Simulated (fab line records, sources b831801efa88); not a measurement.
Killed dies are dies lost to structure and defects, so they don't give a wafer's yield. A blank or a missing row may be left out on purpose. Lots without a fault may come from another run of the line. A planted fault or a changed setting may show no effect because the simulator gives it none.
fab line records | flow sky130
record lots=7 wafers=21 last_day=50
route steps=708 shown VT_ADJUST_LVTN@116 VT_ADJUST_NCORE@119 VT_ADJUST_HVTR@131 PAD_OPEN@708
lots that met no fault: from a run of the same line without faults
start_h: hours from the record's first day to the start of the lot's first wafer shown | wait_h: hours since the lot's step before | " the same as in the row above | L1.1+2: a row that stands for several wafers | - no value, or no start given | * or withheld: withheld | < > ~ a bound
route shown NAME@n: a module of which the file shows steps, and the number in the route of the first | usual: mean/standard deviation of fault-free wafers | same: alike in all rows | chamber/n: place in a boat | sites: the reading at each site | _std_site: their standard deviation | _edge_site: outer sites' mean less inner sites' | radius_mm: how far each site lies from the wafer's centre | mask NAME#n: copy n | behind: the tool/chamber that last shaped the wafer | hold: why the lot was held/for how many hours/how that ended | device: the transistor (n, p or np) that didn't switch | end of line: the same wafers' tests at the end of the route | a step without rows: its recipe alone | killed: dies lost to structure and defects at the first sort, not the wafer's yield | map: a wafer's dies, x killed, . not, _ none there
set.NAME: the setting as run; set.NAME@STEP: as run at that earlier step | model.NAME: the simulator's own value behind a step, which no gauge read
lots at some steps of the route; a table a step, a row a wafer
services: from which hour (start_h, from the record's first day; less than 0 if before it) a tool's chamber was out of use, for how many hours, and why
## steps
# step SKY_VT_ADJUST_LVTN_IMPLANT_19
# recipe species=B energy_kev=30 dose_cm2=6.5e+11 tilt_deg=withheld
# step SKY_VT_ADJUST_LVTN_STRIP_20
# recipe chemistry=O2/N2 power_w=1400 pressure_mtorr=1500 platen_temp_c=withheld o2_flow_sccm=3000 n2_flow_sccm=300 overash_fraction=0.5
# usual drypump_motor_current_A=5.77/0.25 n2_flow_sccm=300.0/0.88 oes_product_au=0.715/0.0046 strip_time_to_endpoint_s=14.18/0.046
# columns lot.wafer tool chamber start_h wait_h drypump_motor_current_A n2_flow_sccm oes_product_au rf_hours_counter_h strip_time_to_endpoint_s
L976.2 plasma_asher-02 1 188.95 0.1 5.73 299.6 0.715 36 14.22
L976.4 " 1 " " 5.74 300.4 0.710 - 14.22
L976.6 " 1 " " 5.77 301.0 0.717 - 14.21
L979.1 plasma_asher-04 1 205.91 0.1 5.78 299.2 0.718 9 14.27
L979.3 " 1 " " 5.80 299.3 0.717 - 14.28
L979.4 " 0 " " 6.04 300.9 0.717 - 14.27
L980.1 plasma_asher-03 1 212.75 0.1 5.24 300.4 0.719 50 14.15
L980.3 " 0 " " 5.84 299.5 0.716 - 14.15
L980.6 " 0 " " 5.87 299.4 0.707 - 14.15
L981.1 plasma_asher-02 0 223.85 0.1 5.98 298.9 0.715 39 14.23
L981.2 " 1 " " 5.73 301.1 0.713 39 14.28
L981.3 " 1 " " 5.68 300.8 0.716 - 14.30
L989.4 plasma_asher-02 0 272.69 0.1 5.98 300.2 0.721 - 14.17
L989.5 " 0 " " 5.96 300.5 0.718 - 14.18
L989.6 " 1 " " 5.76 300.7 0.718 - 14.11
L993.2 plasma_asher-02 1 299.20 0.1 5.78 301.0 0.711 48 14.17
L993.5 " 1 " " 5.77 300.1 0.721 - 14.13
L993.6 " 0 " " 5.95 299.9 0.712 - 14.15
L994.1 plasma_asher-02 0 302.89 0.1 5.97 300.0 0.718 49 14.13
L994.2 " 1 " " 5.73 299.9 0.708 49 14.17
L994.4 " 1 " " 5.73 300.2 0.709 - 14.13
# step SKY_VT_ADJUST_LVTN_TW_MEAS_21
# usual VT_ADJUST_LVTN_2_TW=187.2/1.4
# columns lot.wafer tool chamber start_h wait_h VT_ADJUST_LVTN_2_TW
L976.2 film_metro-04 - 189.06 0.1 188.0
L976.4 " - " " 187.6
L976.6 " - " " 188.8
L979.1 film_metro-04 - 206.01 0.1 187.9
L979.3 " - " " 190.4
L979.4 " - " " 188.8
L980.1 film_metro-04 - 212.85 0.1 188.6
L980.3 " - " " 188.2
L980.6 " - " " 188.4
L981.1 film_metro-01 - 223.95 0.1 186.5
L981.2 " - " " 186.5
L981.3 " - " " 185.3
L989.4 film_metro-04 - 272.78 0.1 189.6
L989.5 " - " " 188.6
L989.6 " - " " 189.2
L993.2 film_metro-01 - 299.31 0.1 187.9
L993.5 " - " " 189.0
L993.6 " - " " 187.4
L994.1 film_metro-04 - 302.99 0.1 189.2
L994.2 " - " " 190.0
L994.4 " - " " 189.9
# step SKY_VT_ADJUST_NCORE_DEHYDRATE_00
# recipe temp_c=200 time_s=60
# step SKY_VT_ADJUST_NCORE_HMDS_01
# recipe prime_time_s=60 prime_temp_c=120
# step SKY_VT_ADJUST_NCORE_COAT_02
# recipe resist=NOVOLAK spin_rpm=3000 resist_thk_nm=1140
# step SKY_VT_ADJUST_NCORE_SOFTBAKE_03
# recipe temp_c=90 time_s=60 resist=NOVOLAK
# step SKY_VT_ADJUST_NCORE_EXPOSE_04
# recipe mask_id=LVTN_COMPLEMENT_THIN na=0.6 source_shape=conventional sigma_outer=0.6 polarization=unpolarized target_cd_nm=380 dose_mj=139
# step SKY_VT_ADJUST_NCORE_PEB_05
# recipe temp_c=withheld time_s=* resist=NOVOLAK
# step SKY_VT_ADJUST_NCORE_DEVELOP_06
# recipe resist=NOVOLAK developer=TMAH develop_time_s=60 dev_temp_c=23
# step SKY_VT_ADJUST_NCORE_CD_MEAS_07
# recipe target_cd_nm=380
# usual cd_nm=379.8/2.9
# columns lot.wafer tool chamber start_h wait_h cd_nm
L976.2 cd_sem-02 - 211.76 0.1 381.4
L976.4 " - " " 379.9
L976.6 " - " " 381.3
L979.1 cd_sem-01 - 228.87 0.1 378.8
L979.3 " - " " 375.3
L979.4 " - " " 379.7
L980.1 cd_sem-02 - 236.44 0.1 378.9
L980.3 " - " " 378.3
L980.6 " - " " 376.9
L981.1 cd_sem-01 - 247.59 0.1 376.5
L981.2 " - " " 375.5
L981.3 " - " " 376.4
L989.4 cd_sem-02 - 297.93 0.1 383.7
L989.5 " - " " 380.9
L989.6 " - " " 382.7
L993.2 cd_sem-02 - 325.56 0.1 380.0
L993.5 " - " " 380.0
L993.6 " - " " 378.8
L994.1 cd_sem-01 - 330.07 0.1 382.7
L994.2 " - " " 384.7
L994.4 " - " " 382.3
# step SKY_VT_ADJUST_NCORE_OVL_MEAS_08
# usual VT_ADJUST_NCORE_OVL=0.7/1.5
# columns lot.wafer tool chamber start_h wait_h VT_ADJUST_NCORE_OVL[nm]
L976.2 overlay-02 - 211.87 0.1 0.3
L976.4 " - " " 0.8
L976.6 " - " " 0.9
L979.1 overlay-01 - 228.99 0.1 -0.8
L979.3 " - " " 0.1
L979.4 " - " " -1.0
L980.1 overlay-01 - 236.56 0.1 1.4
L980.3 " - " " 0.3
L980.6 " - " " -0.2
L981.1 overlay-02 - 247.71 0.1 -1.2
L981.2 " - " " -0.5
L981.3 " - " " -1.6
L989.4 overlay-01 - 298.00 0.1 4.0
L989.5 " - " " 3.5
L989.6 " - " " 4.4
L993.2 overlay-01 - 325.67 0.1 0.0
L993.5 " - " " -1.4
L993.6 " - " " -1.6
L994.1 overlay-02 - 330.19 0.1 3.5
L994.2 " - " " 1.1
L994.4 " - " " 1.3
# step SKY_VT_ADJUST_NCORE_IMPLANT_09
# recipe species=B energy_kev=10 dose_cm2=2.4e+12 tilt_deg=withheld
# columns lot.wafer tool chamber start_h wait_h
L976.2+4+6 implanter-03 0 211.92 0.0
L976.2+4+6 implanter-03 0 212.24 0.3
L979.1+3+4 implanter-01 0 229.02 0.0
L979.1+3+4 implanter-01 0 229.34 0.3
L980.1+3+6 implanter-03 0 236.60 0.0
L980.1+3+6 implanter-03 0 236.92 0.3
L981.1+2+3 implanter-01 0 247.75 0.0
L989.4+5+6 implanter-04 0 298.10 0.1
L993.2+5+6 implanter-03 0 325.72 0.0
L994.1+2+4 implanter-03 0 330.22 0.0
# step SKY_VT_ADJUST_NCORE_STRIP_10
# recipe chemistry=O2/N2 power_w=1400 pressure_mtorr=1500 platen_temp_c=withheld o2_flow_sccm=3000 n2_flow_sccm=300 overash_fraction=0.5
# usual drypump_motor_current_A=5.72/0.22 n2_flow_sccm=300.0/0.9 oes_product_au=0.716/0.0045 strip_time_to_endpoint_s=14.18/0.048
# columns lot.wafer tool chamber start_h wait_h drypump_motor_current_A n2_flow_sccm oes_product_au rf_hours_counter_h strip_time_to_endpoint_s
L976.2 plasma_asher-03 1 212.37 0.1 5.19 300.3 0.714 49 14.22
L976.4 " 1 " " 5.20 299.2 0.714 - 14.19
L976.6 " 1 " " 5.21 299.1 0.717 - 14.18
L979.1 plasma_asher-01 0 229.49 0.1 5.54 299.5 0.711 55 14.15
L979.3 " 1 " " 5.75 299.9 0.719 - 14.15
L979.4 " 0 " " 5.56 299.7 0.719 - 14.12
L980.1 plasma_asher-04 1 237.07 0.1 5.76 300.1 0.715 12 14.20
L980.3 " 0 " " 6.05 300.7 0.710 - 14.19
L980.6 " 1 " " 5.74 300.0 0.717 - 14.15
L981.1 plasma_asher-04 1 247.90 0.1 5.75 299.2 0.718 13 14.20
L981.2 " 0 " " 6.06 299.0 0.720 13 14.24
L981.3 " 0 " " 6.03 300.2 0.711 - 14.25
L989.4 plasma_asher-01 1 298.20 0.1 5.73 300.4 0.709 - 14.17
L989.5 " 1 " " 5.75 300.6 0.720 - 14.12
L989.6 " 0 " " 5.56 300.8 0.714 - 14.15
L993.2 plasma_asher-01 0 325.85 0.1 5.58 301.0 0.708 64 14.18
L993.5 " 1 " " 5.77 300.0 0.725 - 14.24
L993.6 " 0 " " 5.57 298.7 0.722 - 14.25
L994.1 plasma_asher-01 0 330.37 0.1 5.58 298.5 0.710 65 14.15
L994.2 " 1 " " 5.74 301.2 0.720 65 14.14
L994.4 " 0 " " 5.58 298.9 0.711 - 14.12
# step SKY_VT_ADJUST_NCORE_TW_MEAS_11
# usual VT_ADJUST_NCORE_TW=220.6/2.6
# columns lot.wafer tool chamber start_h wait_h VT_ADJUST_NCORE_TW
L976.2 film_metro-03 - 212.48 0.1 264.9
L976.4 " - " " 265.5
L976.6 " - " " 263.7
L979.1 film_metro-02 - 229.59 0.1 271.6
L979.3 " - " " 272.0
L979.4 " - " " 271.4
L980.1 film_metro-02 - 237.17 0.1 271.2
L980.3 " - " " 272.1
L980.6 " - " " 272.7
L981.1 film_metro-03 - 248.00 0.1 218.1
L981.2 " - " " 216.8
L981.3 " - " " 217.9
L989.4 film_metro-02 - 298.30 0.1 221.6
L989.5 " - " " 222.8
L989.6 " - " " 222.9
L993.2 film_metro-04 - 325.96 0.1 218.1
L993.5 " - " " 219.3
L993.6 " - " " 219.5
L994.1 film_metro-03 - 330.47 0.1 218.3
L994.2 " - " " 219.2
L994.4 " - " " 218.9
# step SKY_VT_ADJUST_HVTR_DEHYDRATE_00
# recipe temp_c=200 time_s=60
# step SKY_PAD_OPEN_PROBE_99
# usual killed_at_M0_to_M3=43/6.8 killed_at_M4_up=3.3/1.9 killed_at_contacts=24/5.3 killed_at_front_end=14/4.3 killed_at_other=0.3/0.62 killed_dies=85/9.8 killed_open=46/8 killed_short=39/5.9
# same gross_dies=492 killed_at_back_side=0
# columns lot.wafer tool chamber start_h wait_h killed_at_M0_to_M3 killed_at_M4_up killed_at_contacts killed_at_front_end killed_at_other killed_dies killed_open killed_short
L993.2 prober-02 - 1210.11 0.1 41 3 26 12 0 82 45 37
L993.5 prober-02 - 1210.26 0.2 42 2 23 8 0 75 41 34
L993.6 prober-02 - 1210.31 0.2 42 3 23 19 0 87 48 39
# killed by level:class
L993.2 VIA1:geometric_particle:open=10 CONTACT:geometric_particle:open=9 LI_CONTACT:geometric_particle:open=8 VIA2:geometric_particle:open=7 LI_CONTACT:geometric_particle:short=5 POLY_GATE:geometric_particle:open=5 METAL1:geometric_particle:short=5 VIA1:geometric_particle:short=5
L993.5 VIA1:geometric_particle:open=9 LI_CONTACT:geometric_particle:open=7 CONTACT:geometric_particle:open=7 VIA2:geometric_particle:open=6 VIA2:geometric_particle:short=5 LOCAL_INTERCONNECT:geometric_particle:short=5 VIA3:geometric_particle:open=4 LI_CONTACT:geometric_particle:short=4
L993.6 CONTACT:geometric_particle:open=9 VIA3:geometric_particle:open=8 VIA1:geometric_particle:open=7 FIELD_ISO:geometric_particle:short=6 VIA2:geometric_particle:open=6 SPACER:geometric_particle:open=5 LI_CONTACT:geometric_particle:open=5 METAL2:geometric_particle:short=5
## services
# columns tool chamber start_h hours kind
plasma_asher-04 - 182.24 1.1 repair
implanter-01 - 202.02 1.9 repair
implanter-01 - 202.43 1.0 repair
implanter-03 - 206.58 1.4 repair
plasma_asher-01 - 234.57 3.1 repair
plasma_asher-03 - 235.27 34.7 repair
implanter-01 - 259.31 0.5 repair
implanter-01 - 294.93 3.2 repair
implanter-04 - 300.67 4.1 pm
implanter-01 - 312.16 1.6 repair
## key
first_sign step=SKY_VT_ADJUST_NCORE_IMPLANT_09 reading=visit direction=added
effect step=SKY_VT_ADJUST_NCORE_TW_MEAS_11 reading=VT_ADJUST_NCORE_TW direction=up sigmas=19 usual=220.6 struck=269.4
met_at SKY_VT_ADJUST_NCORE_IMPLANT_09
struck_wafers L976.2,L976.4,L976.6,L979.1,L979.3,L979.4,L980.1,L980.3,L980.6
tester_left_out L976,L979,L980
fault kind=repeated_step_whole tool=implanter-01,implanter-03,implanter-04 chamber=- onset_h=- steps=SKY_VT_ADJUST_NCORE_IMPLANT_09 times=1 scope=struck_lots_only
# tester_left_out: of these lots the tester's yield and bins aren't shown, on N5 and GAA mostly nor the transistor test; their killed dies are dies lost to structure and defects alone, not to doping, threshold or leakage, so they don't give the yield
